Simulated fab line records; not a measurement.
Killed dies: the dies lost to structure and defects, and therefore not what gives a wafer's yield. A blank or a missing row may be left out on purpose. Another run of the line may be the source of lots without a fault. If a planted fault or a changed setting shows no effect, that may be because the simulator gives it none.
Shared-tool check | flow sky130 | 9 lots, 27 wafers sampled

## WHY THIS WAS OPENED
At SKY_CAPM_RS_MEAS_03 the reading CAPM_TIN_RS is flagged on 3 of 9 lots. No-fault wafers: 6.97 ohm/sq, standard deviation 0.087.
Rule: flag the lot when none of its wafers has a number, or when each of its wafers that has one lies beyond 4 standard deviations from that mean. All remaining lots are regarded as sound.

lot  | measured     | on            | CAPM_TIN_RS (ohm/sq), wafer by wafer | flag
L951 | day 37 20:07 | film_metro-04 | 6.89 6.91 6.90                       |
L953 | day 38 15:47 | film_metro-02 | 6.94 6.94 6.92                       |
L954 | day 38 23:11 | film_metro-04 | 7.91 8.00 7.92                       | FLAGGED
L955 | day 39 00:56 | film_metro-04 | 8.12 8.22 8.06                       | FLAGGED
L956 | day 39 04:55 | film_metro-02 | 7.83 8.08 7.96                       | FLAGGED
L961 | day 41 00:06 | film_metro-04 | 6.84 6.95 6.96                       |
L966 | day 42 10:16 | film_metro-04 | 6.91 6.96 6.93                       |
L969 | day 42 23:15 | film_metro-03 | 6.97 7.04 7.13                       |
L970 | day 43 08:18 | film_metro-02 | 6.93 6.99 7.02                       |
The mean of the flagged lots' numbers is 8.01 ohm/sq, +1.04 ohm/sq from the usual (+12 standard deviations).

## WHICH TOOL RAN EACH LOT
The record holds 3 process steps before the reading, out of a route of 708 steps. Read each cell as the tool, then ch plus the chambers that the sampled wafers visited, then the start.
lot  | flag    | SKY_METAL2_DESCUM_17              | SKY_METAL3_SPUTTER_04        | SKY_CAPM_SPUTTER_02
L951 |         | rie_metal-01 ch 0,1, day 36 14:22 | pvd_sputter-01, day 37 19:50 | pvd_sputter-03, day 37 19:58
L953 |         | rie_metal-01 ch 0,1, day 37 10:10 | pvd_sputter-03, day 38 15:33 | pvd_sputter-04, day 38 15:41
L954 | FLAGGED | rie_metal-01 ch 0,1, day 37 17:55 | pvd_sputter-04, day 38 22:54 | pvd_sputter-03, day 38 23:02
L955 | FLAGGED | rie_metal-03 ch 0,1, day 37 19:46 | pvd_sputter-01, day 39 00:42 | pvd_sputter-03, day 39 00:50
L956 | FLAGGED | rie_metal-01 ch 0,1, day 37 23:55 | pvd_sputter-01, day 39 04:41 | pvd_sputter-03, day 39 04:49
L961 |         | rie_metal-04 ch 0,1, day 39 19:50 | pvd_sputter-04, day 40 23:50 | pvd_sputter-04, day 40 23:59
L966 |         | rie_metal-01 ch 0,1, day 41 06:55 | pvd_sputter-03, day 42 09:59 | pvd_sputter-03, day 42 10:07
L969 |         | rie_metal-04 ch 0,1, day 41 21:50 | pvd_sputter-01, day 42 22:59 | pvd_sputter-03, day 42 23:07
L970 |         | rie_metal-01 ch 0,1, day 42 05:22 | pvd_sputter-04, day 43 08:02 | pvd_sputter-03, day 43 08:10
These steps, and what they do:
- SKY_METAL2_DESCUM_17: chemistry O2, time 8 s.
- SKY_METAL3_SPUTTER_04: material TiN, target thk 70 nm, time 58.3 s.
- SKY_CAPM_SPUTTER_02: material TiN, target thk 200 nm, time 166.7 s.
- SKY_CAPM_RS_MEAS_03: measures by four-point-probe.

## FLAGGED AGAINST TOTAL, ONE TOOL AT A TIME (gauges that did the reading follow at the end)
step                  | tool           | lots run | flagged | share of the flagged lots | sound lots run after its first flagged lot
SKY_METAL2_DESCUM_17  | rie_metal-01   | 6        | 2       | some                      | 2 (L966,L970)
SKY_METAL2_DESCUM_17  | rie_metal-03   | 1        | 1       | some                      | 0
SKY_METAL2_DESCUM_17  | rie_metal-04   | 2        | 0       | none                      | -
SKY_METAL3_SPUTTER_04 | pvd_sputter-01 | 4        | 2       | some                      | 1 (L969)
SKY_METAL3_SPUTTER_04 | pvd_sputter-03 | 2        | 0       | none                      | -
SKY_METAL3_SPUTTER_04 | pvd_sputter-04 | 3        | 1       | some                      | 2 (L961,L970)
SKY_CAPM_SPUTTER_02   | pvd_sputter-03 | 7        | 3       | all                       | 3 (L966,L969,L970)
SKY_CAPM_SPUTTER_02   | pvd_sputter-04 | 2        | 0       | none                      | -
SKY_CAPM_RS_MEAS_03   | film_metro-02  | 3        | 1       | some                      | 1 (L970)
SKY_CAPM_RS_MEAS_03   | film_metro-03  | 1        | 0       | none                      | -
SKY_CAPM_RS_MEAS_03   | film_metro-04  | 5        | 2       | some                      | 2 (L961,L966)

## THE TABLE: WHAT IT ALLOWS
1 row of the table ran every flagged lot: pvd_sputter-03 at SKY_CAPM_SPUTTER_02.
- pvd_sputter-03 at SKY_CAPM_SPUTTER_02 ran 7 lots, 3 of them flagged. Sound lots ran on it after the first flagged one (L966, L969, L970), which a lasting fault on the whole tool wouldn't allow. Its own readings (cathode_dc_power_W) fall more than 4 standard deviations out on all wafers of the flagged lots.
No row of the table ran every flagged lot and no sound lot after the first.

## WHAT WAS PUT IN BY THE SIMULATOR
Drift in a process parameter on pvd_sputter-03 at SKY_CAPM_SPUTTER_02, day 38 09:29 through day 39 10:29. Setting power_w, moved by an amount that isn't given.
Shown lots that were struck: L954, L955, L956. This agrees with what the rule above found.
